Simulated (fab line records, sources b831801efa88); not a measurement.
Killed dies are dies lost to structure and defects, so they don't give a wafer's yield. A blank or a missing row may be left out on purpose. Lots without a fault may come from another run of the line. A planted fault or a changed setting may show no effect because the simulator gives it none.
fab line records | flow sfq_line
record lots=6 wafers=18 last_day=86
route steps=325 shown M3@122 I3@133 M4@148
lots that met no fault: from a run of the same line without faults
start_h: hours from the record's first day to the start of the lot's first wafer shown | wait_h: hours since the lot's step before | " the same as in the row above | L1.1+2: a row that stands for several wafers | - no value, or no start given | * or withheld: withheld | < > ~ a bound
route shown NAME@n: a module of which the file shows steps, and the number in the route of the first | usual: mean/standard deviation of fault-free wafers | same: alike in all rows | chamber/n: place in a boat | sites: the reading at each site | _std_site: their standard deviation | _edge_site: outer sites' mean less inner sites' | radius_mm: how far each site lies from the wafer's centre | mask NAME#n: copy n | behind: the tool/chamber that last shaped the wafer | hold: why the lot was held/for how many hours/how that ended | device: the transistor (n, p or np) that didn't switch | end of line: the same wafers' tests at the end of the route | a step without rows: its recipe alone | killed: dies lost to structure and defects at the first sort, not the wafer's yield | map: a wafer's dies, x killed, . not, _ none there
set.NAME: the setting as run; set.NAME@STEP: as run at that earlier step | model.NAME: the simulator's own value behind a step, which no gauge read
lots at some steps of the route; a table a step, a row a wafer
services: from which hour (start_h, from the record's first day; less than 0 if before it) a tool's chamber was out of use, for how many hours, and why
## steps
# step SFQ_TRILAYER_M3_LITHO_COAT_080
# recipe resist=BARC spin_rpm=3000 resist_thk_nm=62
# step SFQ_TRILAYER_M3_LITHO_COAT_075
# recipe resist=KrF spin_rpm=3000 resist_thk_nm=600
# step SFQ_TRILAYER_M3_LITHO_SOFTBAKE_079
# recipe temp_c=withheld time_s=withheld resist=KrF
# step SFQ_TRILAYER_M3_LITHO_EXPOSE_076
# recipe mask_id=M3 na=0.6 source_shape=conventional sigma_outer=0.65 target_cd_nm=500 dose_mj=14.4
# step SFQ_TRILAYER_M3_LITHO_PEB_078
# recipe peb_temp_c=115 peb_time_s=60 resist=KrF
# step SFQ_TRILAYER_M3_LITHO_DEVELOP_077
# recipe time_s=60 resist=KrF
# step SFQ_M3_OVL_MEAS_921
# usual M3_OVL=5/4.5
# columns lot.wafer tool chamber start_h wait_h M3_OVL[nm]
L775.1 overlay-02 - 923.36 0.1 1
L775.2 " - " " 0
L775.6 " - " " 1
L776.1 overlay-02 - 928.16 0.1 7
L776.2 " - " " 0
L776.6 " - " " -2
L787.1 overlay-02 - 1165.86 0.1 9
L787.4 " - " " 11
L787.5 " - " " 8
L789.2 overlay-02 - 1181.59 0.1 10
L789.3 " - " " 5
L789.6 " - " " 1
L791.2 overlay-02 - 1196.71 0.1 14
L791.3 " - " " 11
L791.6 " - " " 9
L792.1 overlay-01 - 1203.90 0.1 7
L792.4 " - " " 8
L792.6 " - " " 8
# step SFQ_TRILAYER_M3_BARC_OPEN_METAL_ETCH_100
# recipe mask_material=PR chemistry=O2 target_depth_nm=125 target=BARC icp_w=600 bias_w=80 pressure_mtorr=10 time_s=41.7
# usual chamber_pressure_mTorr=10.000/0.0088 drypump_motor_current_A=5.6/0.41 oes_product_au=0.685/0.0043 rf_fwd_power_W=593.5/2.6
# same time_s=41.7
# columns lot.wafer tool chamber start_h wait_h chamber_pressure_mTorr drypump_motor_current_A oes_product_au rf_fwd_power_W rf_hours_counter_h
L775.1 rie_metal-01 1 923.40 0.0 9.992 6.0 0.681 593.2 116
L775.2 " 0 " " 10.000 5.2 0.691 589.9 99
L775.6 " 0 " " 9.993 5.2 0.691 587.0 -
L776.1 rie_metal-01 0 928.20 0.0 10.006 5.2 0.683 591.5 99
L776.2 " 1 " " 10.001 6.0 0.685 595.4 116
L776.6 " 0 " " 9.999 5.2 0.681 591.8 -
L787.1 rie_metal-01 0 1165.90 0.0 9.981 5.2 0.676 592.4 135
L787.4 " 1 " " 10.013 5.9 0.690 597.3 -
L787.5 " 1 " " 9.996 5.9 0.690 597.1 -
L789.2 rie_metal-01 1 1181.64 0.0 10.011 6.0 0.687 596.8 -
L789.3 " 1 " " 10.004 6.0 0.679 596.5 -
L789.6 " 1 " " 9.998 6.0 0.682 595.9 -
L791.2 rie_metal-01 0 1196.74 0.0 9.996 5.2 0.687 588.5 1
L791.3 " 0 " " 10.003 5.2 0.673 589.4 -
L791.6 " 0 " " 10.000 5.1 0.684 590.1 -
L792.1 rie_metal-04 1 1203.94 0.0 10.009 5.7 0.686 591.9 111
L792.4 " 1 " " 10.011 5.7 0.686 594.9 -
L792.6 " 1 " " 9.999 5.6 0.682 594.1 -
# step SFQ_TRILAYER_M3_ETCH_METAL_ETCH_078
# recipe target=Nb stop_on=SiO2 mask_material=PR chemistry=Cl2/Ar target_depth_nm=240 icp_w=600 bias_w=80 pressure_mtorr=10 time_s=120
# step SFQ_TRILAYER_M3_STRIP_STRIP_079
# recipe gas=O2 power_w=200 platen_temp_c=40 overash_fraction=0.65 chemistry=O2 pressure_mtorr=50
# usual chamber_pressure_mTorr=50.01/0.046 drypump_motor_current_A=5.6/0.41 oes_product_au=1.000/0.0075 platen_temp_c=40.00/0.1
# columns lot.wafer tool chamber start_h wait_h chamber_pressure_mTorr drypump_motor_current_A oes_product_au platen_temp_c rf_hours_counter_h
L775.1 rie_metal-01 1 923.58 0.1 49.99 5.9 0.995 39.85 116
L775.2 " 0 " " 50.06 5.2 1.002 39.90 99
L775.6 " 0 " " 49.98 5.2 1.002 40.12 -
L776.1 rie_metal-01 0 928.38 0.1 49.97 5.2 1.012 39.89 100
L776.2 " 1 " " 49.97 6.0 0.999 39.90 116
L776.6 " 0 " " 49.91 5.2 1.010 40.13 -
L787.1 rie_metal-01 0 1166.08 0.1 49.99 5.2 1.002 40.00 135
L787.4 " 1 " " 49.97 6.0 1.001 40.01 -
L787.5 " 1 " " 49.98 6.0 1.002 40.06 -
L789.2 rie_metal-01 1 1182.19 0.4 49.99 6.0 1.000 39.92 -
L789.3 " 1 " " 49.97 5.9 1.001 40.01 -
L789.6 " 1 " " 50.09 6.0 1.004 39.97 -
L791.2 rie_metal-01 0 1196.92 0.1 49.98 5.2 0.997 40.15 1
L791.3 " 0 " " 50.01 5.2 0.985 40.22 -
L791.6 " 0 " " 50.02 5.2 0.992 40.09 -
L792.1 rie_metal-04 1 1204.31 0.2 50.02 5.7 1.013 40.03 111
L792.4 " 1 " " 49.93 5.7 1.019 39.93 -
L792.6 " 1 " " 50.04 5.7 1.021 39.96 -
# step SFQ_TRILAYER_M3_STRIP_SOLV_CLEAN_080
# recipe chemistry=NMP temp_c=70 time_s=600
# step SFQ_TRILAYER_I3_DEP_PECVD_081
# recipe material=SiO2 temp_c=150 time_s=111.11 pressure_torr=2.4 rf_w=183.3 precursor=SiH4/N2O target_thk_nm=500
# usual heater_power_w=86/16 rf_fwd_power_W=182.2/0.56 throttle_valve_pct=24.8/1.5
# same time_s=111.11
# columns lot.wafer tool chamber start_h wait_h heater_power_w rf_fwd_power_W throttle_valve_pct
L775.1 pecvd-03 1 924.56 0.0 70 182.0 26.8
L775.2 " 0 " " 70 181.2 24.1
L775.6 " 1 " " 56 181.7 26.7
L776.1 pecvd-04 1 929.36 0.0 96 181.4 23.0
L776.2 " 2 " " 85 182.6 24.6
L776.6 " 2 " " 85 183.2 24.7
L787.1 pecvd-04 1 1166.86 0.0 82 182.4 23.5
L787.4 " 0 " " 98 182.7 22.9
L787.5 " 2 " " 73 182.0 25.1
L789.2 pecvd-03 2 1183.37 0.0 120 183.2 24.3
L789.3 " 0 " " 59 181.6 24.9
L789.6 " 0 " " 64 181.6 24.9
L791.2 pecvd-03 0 1197.70 0.0 62 181.3 24.9
L791.3 " 1 " " 64 182.4 28.1
L791.6 " 2 " " 116 182.4 24.3
L792.1 pecvd-02 1 1205.86 0.0 85 182.6 26.5
L792.4 " 1 " " 88 181.9 27.0
L792.6 " 1 " " 92 182.6 26.9
# step SFQ_TRILAYER_I3_CMP_CMP_082
# recipe material=SiO2 down_force_psi=3 platen_rpm=60 pad_velocity_m_s=0.94248
# usual motor_current_A=10.1/1 time_to_endpoint_s=216/6.7
# columns lot.wafer tool chamber start_h wait_h motor_current_A time_to_endpoint_s model.SiO2_of_TRILAYER_I3_DEP_PECVD_081.thk_nm
L775.1 cmp-02 0 929.06 4.5 9.1 224 199.8
L775.2 " 3 930.56 6.0 11.0 214 199.6
L775.6 " 1 931.56 6.9 10.4 207 219.6
L776.1 cmp-02 2 935.06 5.7 11.4 217 199.9
L776.2 " 0 936.06 6.7 8.7 222 201.6
L776.6 " 2 937.06 7.6 11.1 204 219.5
L787.4 cmp-02 2 1170.47 3.5 10.9 212 199.4
L787.1 " 0 1171.47 4.6 9.0 213 200.8
L787.5 " 3 1172.97 6.0 10.5 213 200.6
L789.3 cmp-02 1 1183.44 0.0 10.7 209 200.3
L789.2 " 2 " " 11.2 211 200.3
L789.6 " 1 1185.44 2.0 10.2 206 201.7
L791.3 cmp-02 0 1197.77 0.0 8.7 216 199.7
L791.2 " 3 1199.27 1.5 10.5 214 199.4
L791.6 " 1 1200.27 2.5 10.1 218 200.7
L792.4 cmp-02 0 1209.57 3.6 9.4 217 200
L792.1 " 1 " " 10.6 210 199.9
L792.6 " 2 " " 11.8 211 198.3
# step SFQ_I3_BOW_MEAS_922
# recipe mode=bow
# usual I3_BOW=5/7.9
# columns lot.wafer tool chamber start_h wait_h I3_BOW[um]
L775.1 film_metro-02 - 932.06 2.5 7
L775.2 " - " " -1
L775.6 " - " " 11
L776.1 film_metro-04 - 938.06 2.5 -1
L776.2 " - " " 1
L776.6 " - " " -3
L787.1 film_metro-02 - 1173.47 1.5 17
L787.4 " - " " 15
L787.5 " - " " 7
L789.2 film_metro-01 - 1186.46 2.0 11
L789.3 " - " " 1
L789.6 " - " " 4
L791.2 film_metro-02 - 1200.79 1.0 2
L791.3 " - " " 10
L791.6 " - " " 9
L792.1 film_metro-04 - 1211.57 1.0 4
L792.4 " - " " 9
L792.6 " - " " 6
# step SFQ_TRILAYER_I3_METRO_MEASURE_083
# usual thk_nm=199.6/0.92
# columns lot.wafer tool chamber start_h wait_h thk_nm
L775.1 film_metro-02 - 932.18 0.1 199.7
L775.2 " - " " 199.5
L775.6 " - " " 219.6
L776.1 film_metro-04 - 938.18 0.1 199.9
L776.2 " - " " 201.5
L776.6 " - " " 219.5
L787.1 film_metro-02 - 1173.59 0.1 200.6
L787.4 " - " " 199.5
L787.5 " - " " 200.8
L789.2 film_metro-01 - 1186.76 0.3 200.3
L789.3 " - " " 200.2
L789.6 " - " " 201.6
L791.2 film_metro-02 - 1201.09 0.3 199.4
L791.3 " - " " 199.7
L791.6 " - " " 200.8
L792.1 film_metro-04 - 1211.69 0.1 199.8
L792.4 " - " " 200.0
L792.6 " - " " 198.2
# step SFQ_TRILAYER_I3_VIA_LITHO_COAT_090
# recipe resist=BARC spin_rpm=3000 resist_thk_nm=62
# step SFQ_TRILAYER_I3_VIA_LITHO_COAT_085
# recipe resist=KrF spin_rpm=3000 resist_thk_nm=650
# step SFQ_TRILAYER_I3_VIA_LITHO_SOFTBAKE_089
# recipe temp_c=withheld time_s=withheld resist=KrF
# step SFQ_TRILAYER_I3_VIA_LITHO_EXPOSE_086
# recipe mask_id=I3 na=0.6 source_shape=conventional sigma_outer=0.65 target_cd_nm=500 dose_mj=21.3
# step SFQ_TRILAYER_I3_VIA_LITHO_PEB_088
# recipe peb_temp_c=115 peb_time_s=60 resist=KrF
# step SFQ_TRILAYER_I3_VIA_LITHO_DEVELOP_087
# recipe time_s=60 resist=KrF
# step SFQ_I3_OVL_MEAS_923
# usual I3_OVL=-2/6.4
# columns lot.wafer tool chamber start_h wait_h I3_OVL[nm]
L775.1 overlay-02 - 938.48 0.1 -6
L775.2 " - " " 1
L775.6 " - " " -4
L776.1 overlay-02 - 941.63 0.1 -4
L776.2 " - " " -6
L776.6 " - " " 4
L787.1 overlay-01 - 1177.04 0.1 -8
L787.4 " - " " -9
L787.5 " - " " -2
L789.2 overlay-02 - 1205.82 0.1 1
L789.3 " - " " 0
L789.6 " - " " 0
L791.2 overlay-02 - 1209.42 0.1 -10
L791.3 " - " " -12
L791.6 " - " " -7
L792.1 overlay-01 - 1215.14 0.1 2
L792.4 " - " " -3
L792.6 " - " " 2
# step SFQ_TRILAYER_I3_VIA_BARC_OPEN_VIA_ETCH_121
# recipe mask_material=PR chemistry=O2 target_depth_nm=125 target=BARC source_w=500 bias_w=80 pressure_mtorr=30 time_s=41.7
# usual chamber_pressure_mTorr=30.002/0.027 drypump_motor_current_A=5.8/0.61 oes_product_au=0.685/0.0044 rf_fwd_power_W=494.4/2
# same time_s=41.7
# columns lot.wafer tool chamber start_h wait_h chamber_pressure_mTorr drypump_motor_current_A oes_product_au rf_fwd_power_W rf_hours_counter_h
L775.1 rie_diel-04 2 938.51 0.0 30.064 5.1 0.680 491.1 8
L775.2 " 0 " " 29.990 5.0 0.690 496.3 2
L775.6 " 2 " " 30.026 5.2 0.689 490.6 -
L776.1 rie_diel-03 0 941.67 0.0 29.994 6.2 0.688 495.2 15
L776.2 " 3 " " 30.034 5.8 0.683 496.3 4
L776.6 " 3 " " 29.998 5.8 0.686 494.1 -
L787.1 rie_diel-03 2 1177.08 0.0 29.994 6.4 0.685 491.3 5
L787.4 " 1 " " 29.995 6.8 0.684 497.2 9
L787.5 " 3 " " 29.965 5.8 0.678 498.2 -
L789.2 rie_diel-03 0 1205.85 0.0 29.963 6.2 0.684 494.3 17
L789.3 " 2 " " 29.992 6.4 0.683 493.5 6
L789.6 " 0 " " 30.012 6.2 0.693 494.2 -
L791.2 rie_diel-01 1 1209.45 0.0 29.937 5.0 0.686 494.4 16
L791.3 " 3 " " 29.988 6.0 0.685 498.1 5
L791.6 " 2 " " 29.983 5.8 0.683 495.6 -
L792.1 rie_diel-04 3 1215.18 0.0 29.978 6.0 0.672 495.7 10
L792.4 " 1 " " 30.022 4.9 0.682 495.3 4
L792.6 " 2 " " 29.984 5.1 0.684 491.4 -
# step SFQ_TRILAYER_I3_VIA_ETCH_VIA_ETCH_088
# recipe target=SiO2 stop_on=Nb mask_material=PR taper_deg=20 chemistry=CHF3 target_depth_nm=260 source_w=500 bias_w=80 pressure_mtorr=30 time_s=withheld
# usual chamber_pressure_mTorr=30.003/0.027 drypump_motor_current_A=5.8/0.61 oes_product_au=0.853/0.0055 rf_fwd_power_W=498.1/1.6
# columns lot.wafer tool chamber start_h wait_h chamber_pressure_mTorr drypump_motor_current_A oes_product_au rf_fwd_power_W model.I3.feature_depth_nm model.etch.depth_nm
L775.1 rie_diel-04 2 938.55 0.0 29.976 5.1 0.859 496.0 199.8 199.8
L775.2 " 0 " " 30.036 5.1 0.854 497.7 199.6 199.6
L775.6 " 2 " " 29.956 5.1 0.895 495.3 219.6 219.6
L776.1 rie_diel-03 0 941.71 0.0 29.997 6.1 0.854 498.5 199.9 199.9
L776.2 " 3 " " 29.993 5.8 0.863 496.1 201.6 201.6
L776.6 " 3 " " 30.000 5.8 0.902 497.5 219.5 219.5
L787.1 rie_diel-03 2 1177.12 0.0 29.963 6.4 0.861 497.1 200.8 200.8
L787.4 " 1 " " 29.978 6.8 0.849 503.2 199.4 199.4
L787.5 " 3 " " 30.050 5.8 0.861 494.7 200.6 200.6
L789.2 rie_diel-03 0 1205.89 0.0 29.971 6.2 0.851 498.4 200.3 200.3
L789.3 " 2 " " 29.980 6.4 0.850 497.8 200.3 200.3
L789.6 " 0 " " 30.035 6.2 0.866 499.1 201.7 201.7
L791.2 rie_diel-01 1 1209.49 0.0 30.044 5.0 0.849 495.6 199.4 199.4
L791.3 " 3 " " 30.003 6.1 0.857 500.0 199.7 199.7
L791.6 " 2 " " 30.038 5.9 0.861 499.6 200.7 200.7
L792.1 rie_diel-04 3 1215.22 0.0 30.030 6.0 0.848 500.8 199.9 199.9
L792.4 " 1 " " 30.025 4.9 0.863 498.8 200 200
L792.6 " 2 " " 30.011 5.2 0.849 497.8 198.3 198.3
# step SFQ_TRILAYER_I3_VIA_STRIP_STRIP_089
# recipe gas=O2 power_w=200 platen_temp_c=40 overash_fraction=0.65 chemistry=O2 pressure_mtorr=50
# step SFQ_TRILAYER_I3_VIA_STRIP_SOLV_CLEAN_090
# recipe chemistry=NMP temp_c=70 time_s=600
# step SFQ_TRILAYER_M4_DEP_PRE_CLEAN_092
# recipe gas=Ar time_s=22.5 bias_v=250
# same time_s=22.5
# columns lot.wafer tool chamber start_h wait_h model.SiO2_of_TRILAYER_I3_DEP_PECVD_081.thk_nm
L775.1 pvd_sputter-06 - 939.44 0.0 192.3
L775.2 " - " " 192.1
L775.6 " - " " 212.1
L776.1 pvd_sputter-03 - 942.60 0.0 192.4
L776.2 " - " " 194.1
L776.6 " - " " 212
L787.1 pvd_sputter-04 - 1178.01 0.0 193.3
L787.4 " - " " 191.9
L787.5 " - " " 193.1
L789.2+3 pvd_sputter-04 - 1207.55 0.0 192.8
L789.6 " - " " 194.2
L791.2 pvd_sputter-03 - 1210.97 0.0 191.9
L791.3 " - " " 192.2
L791.6 " - " " 193.2
L792.1 pvd_sputter-04 - 1216.12 0.0 192.4
L792.4 " - " " 192.5
L792.6 " - " " 190.8
# step SFQ_TRILAYER_M4_DEP_SPUTTER_091
# recipe material=Nb base_pressure_pa=1.33e-06 chamber_pressure_pa=0.1333 substrate_temp_c=20 resputter_cathode_voltage_v=400 target_thk_nm=200 power_w=2000 time_s=133.3
# usual substrate_temp_c=19.97/0.11 throttle_valve_pct=30.1/0.92
# same time_s=133.3
# columns lot.wafer tool chamber start_h wait_h substrate_temp_c throttle_valve_pct
L775.1 pvd_sputter-06 - 939.47 0.0 20.08 30.1
L775.2 " - " " 19.80 29.6
L775.6 " - " " 20.07 30.1
L776.1 pvd_sputter-03 - 942.63 0.0 20.09 30.3
L776.2 " - " " 20.00 31.2
L776.6 " - " " 19.99 30.5
L787.1 pvd_sputter-04 - 1178.04 0.0 20.01 28.9
L787.4 " - " " 19.95 30.4
L787.5 " - " " 20.05 31.0
L789.2 pvd_sputter-04 - 1207.58 0.0 19.82 30.6
L789.3 " - " " 19.67 29.2
L789.6 " - " " 19.88 29.2
L791.2 pvd_sputter-03 - 1211.00 0.0 19.87 30.1
L791.3 " - " " 19.98 30.2
L791.6 " - " " 19.86 30.9
L792.1 pvd_sputter-04 - 1216.15 0.0 20.11 30.7
L792.4 " - " " 20.29 30.4
L792.6 " - " " 20.00 30.8
## services
# columns tool chamber start_h hours kind
cmp-02 - 903.55 1.2 repair
pvd_sputter-03 - 905.30 5.7 repair
rie_metal-01 - 912.48 0.6 repair
rie_diel-03 - 916.86 0.4 repair
pvd_sputter-04 - 953.15 1.9 repair
rie_metal-01 0 964.48 3.1 repair
pvd_sputter-04 - 972.37 4.1 repair
rie_diel-03 3 974.26 11.7 repair
pvd_sputter-04 - 979.33 56.3 repair
rie_metal-01 1 996.87 20.7 repair
pvd_sputter-04 - 1002.50 6.2 repair
cmp-02 - 1032.48 4.6 repair
cmp-02 - 1040.75 0.6 repair
cmp-02 - 1049.54 4.0 repair
rie_diel-03 - 1054.06 14.6 pm
cmp-02 - 1056.54 5.3 pm
pvd_sputter-04 - 1060.47 2.2 repair
rie_diel-04 2 1065.81 6.3 repair
pvd_sputter-04 - 1074.03 1.0 repair
rie_diel-03 0 1074.73 17.9 repair
cmp-02 - 1087.25 4.0 pm
rie_metal-01 - 1115.71 0.1 repair
cmp-02 - 1157.15 1.6 repair
rie_diel-03 - 1210.43 0.3 repair
## key
first_sign step=SFQ_TRILAYER_I3_METRO_MEASURE_083 reading=thk_nm direction=up sigmas=22 usual=199.6 struck=219.5
effect step=SFQ_TRILAYER_I3_VIA_ETCH_VIA_ETCH_088 reading=oes_product_au direction=up sigmas=8.2 usual=0.853 struck=0.898
model_effect step=SFQ_TRILAYER_I3_CMP_CMP_082 value=SiO2_of_TRILAYER_I3_DEP_PECVD_081.thk_nm without=199.6 struck=219.6
model_effect step=SFQ_TRILAYER_I3_VIA_ETCH_VIA_ETCH_088 value=I3.feature_depth_nm without=199.6 struck=219.6
model_effect step=SFQ_TRILAYER_M4_DEP_PRE_CLEAN_092 value=SiO2_of_TRILAYER_I3_DEP_PECVD_081.thk_nm without=192.1 struck=212.1
met_at SFQ_TRILAYER_I3_CMP_CMP_082
struck_wafers L775.6,L776.6
fault kind=process_parameter_drift tool=cmp-02 chamber=- onset_h=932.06 steps=SFQ_TRILAYER_I3_CMP_CMP_082 channel=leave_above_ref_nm offset=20 shape=step end_h=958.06 scope=struck_wafers_only acts_in=these_recipes_only stated=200
